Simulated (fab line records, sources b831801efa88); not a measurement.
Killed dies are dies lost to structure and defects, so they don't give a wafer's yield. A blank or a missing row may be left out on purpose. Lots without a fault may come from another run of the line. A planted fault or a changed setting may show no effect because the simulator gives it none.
Which tool did it? | flow sky130 | 12 lots, 36 wafers sampled, at 5 steps of a route of 708

WHAT THE GAUGES READ, wafer by wafer
SKY_VIA2_RS_MEAS_22: measures by four-point-probe.
lot  | measured     | on            | VIA2_W_RS (ohm/sq)
L075 | day 36 21:25 | film_metro-02 | 0.2720 0.2798 0.2700
L077 | day 37 12:54 | film_metro-04 | 0.2770 0.2797 0.2750
L079 | day 38 05:52 | film_metro-02 | 0.2751 0.2741 0.2738
L081 | day 39 02:39 | film_metro-04 | 0.2722 0.2763 0.2718
L083 | day 39 11:40 | film_metro-03 | 0.2800 0.2791 0.2754
L085 | day 40 05:04 | film_metro-04 | 0.2713 0.2716 0.2728
L087 | day 40 23:44 | film_metro-03 | 0.2741 0.2748 0.2745
L089 | day 41 12:00 | film_metro-03 | 0.2722 0.2733 0.2741
L091 | day 41 21:38 | film_metro-02 | 0.2760 0.2725 0.2781
L093 | day 42 10:41 | film_metro-03 | 0.2710 0.2764 0.2722
L095 | day 43 01:08 | film_metro-02 | 0.2752 0.2777 0.2736
L097 | day 43 13:07 | film_metro-04 | 0.2775 0.2816 0.2792

WHICH TOOL RAN EACH LOT (tool, then ch and the chambers of the sampled wafers, then the start)
lot  | SKY_CONTACT_STRIP_19                 | SKY_VIA1_CVD_21               | SKY_METAL2_STRIP_20                  | SKY_VIA2_ETCH_15
L075 | plasma_asher-01 ch 0,1, day 32 03:31 | cvd_w-01 ch 0,1, day 34 13:43 | plasma_asher-01 ch 0,1, day 35 17:26 | rie_diel-04 ch 2,3, day 36 20:31
L077 | plasma_asher-02 ch 0,1, day 32 20:26 | cvd_w-02 ch 0,1, day 35 05:48 | plasma_asher-01 ch 0,1, day 36 08:49 | rie_diel-04 ch 0,1, day 37 12:01
L079 | plasma_asher-04 ch 1, day 33 14:33   | cvd_w-02 ch 0,1, day 35 23:30 | plasma_asher-01 ch 0,1, day 37 01:56 | rie_diel-03 ch 0,1,3, day 38 05:01
L081 | plasma_asher-04 ch 0, day 34 12:01   | cvd_w-02 ch 1, day 36 20:07   | plasma_asher-04 ch 1, day 37 23:01   | rie_diel-04 ch 1,2, day 39 01:45
L083 | plasma_asher-02 ch 0,1, day 34 19:10 | cvd_w-01 ch 0,1, day 37 04:01 | plasma_asher-04 ch 0,1, day 38 07:29 | rie_diel-04 ch 1,2,3, day 39 10:48
L085 | plasma_asher-01 ch 0,1, day 35 13:38 | cvd_w-01 ch 0,1, day 37 22:15 | plasma_asher-04 ch 0,1, day 39 00:55 | rie_diel-03 ch 0,1,2, day 40 03:42
L087 | plasma_asher-04 ch 0,1, day 36 09:26 | cvd_w-01 ch 0, day 38 18:10   | plasma_asher-03 ch 0,1, day 39 20:58 | rie_diel-01 ch 1,2,3, day 40 22:49
L089 | plasma_asher-04 ch 0,1, day 36 23:03 | cvd_w-02 ch 0,1, day 39 06:40 | plasma_asher-04 ch 0,1, day 40 09:16 | rie_diel-01 ch 0,1,3, day 41 11:04
L091 | plasma_asher-02 ch 0,1, day 37 10:21 | cvd_w-01 ch 0,1, day 39 16:44 | plasma_asher-04 ch 0,1, day 40 18:38 | rie_diel-03 ch 0,2,3, day 41 20:46
L093 | plasma_asher-04 ch 0,1, day 38 00:14 | cvd_w-01 ch 1, day 40 06:34   | plasma_asher-03 ch 0,1, day 41 08:41 | rie_diel-03 ch 0,2, day 42 09:24
L095 | plasma_asher-01 ch 0,1, day 38 16:01 | cvd_w-01 ch 0, day 40 22:30   | plasma_asher-04 ch 0,1, day 41 23:20 | rie_diel-03 ch 0,1,2, day 42 23:52
L097 | plasma_asher-02 ch 0,1, day 39 05:40 | cvd_w-01 ch 0,1, day 41 10:37 | plasma_asher-04 ch 0,1, day 42 11:41 | rie_diel-03 ch 1,2,3, day 43 12:16
- SKY_CONTACT_STRIP_19: strips in O2/N2.
- SKY_VIA1_CVD_21: deposits W, target thk 270 nm, time 80.902 s.
- SKY_METAL2_STRIP_20: strips in O2/N2.
- SKY_VIA2_ETCH_15: etches SiO2 in C4F8/O2/Ar, stops on TiN, target depth 546 nm, time 84 s.

THE ANSWER, worked out from the rows above alone
Rule: what is usual is taken from the lots themselves. Put in order of their means at a reading, lots are off if they are a third of the lots or fewer, leave a main group of 4 or more, and stand apart from it by a gap of 3 or more times the standard deviation of the main group's means; of several such gaps the widest counts. A main group whose means are all the same, to the digits that the tables above print for the reading, isn't used. A lot without any number at a reading at which 4 lots or more have one is off too. The other lots that the step has rows for count as sound.
No lot is off at any reading shown: from this, nothing can be told.

WHAT THE SIMULATOR HAD PUT IN
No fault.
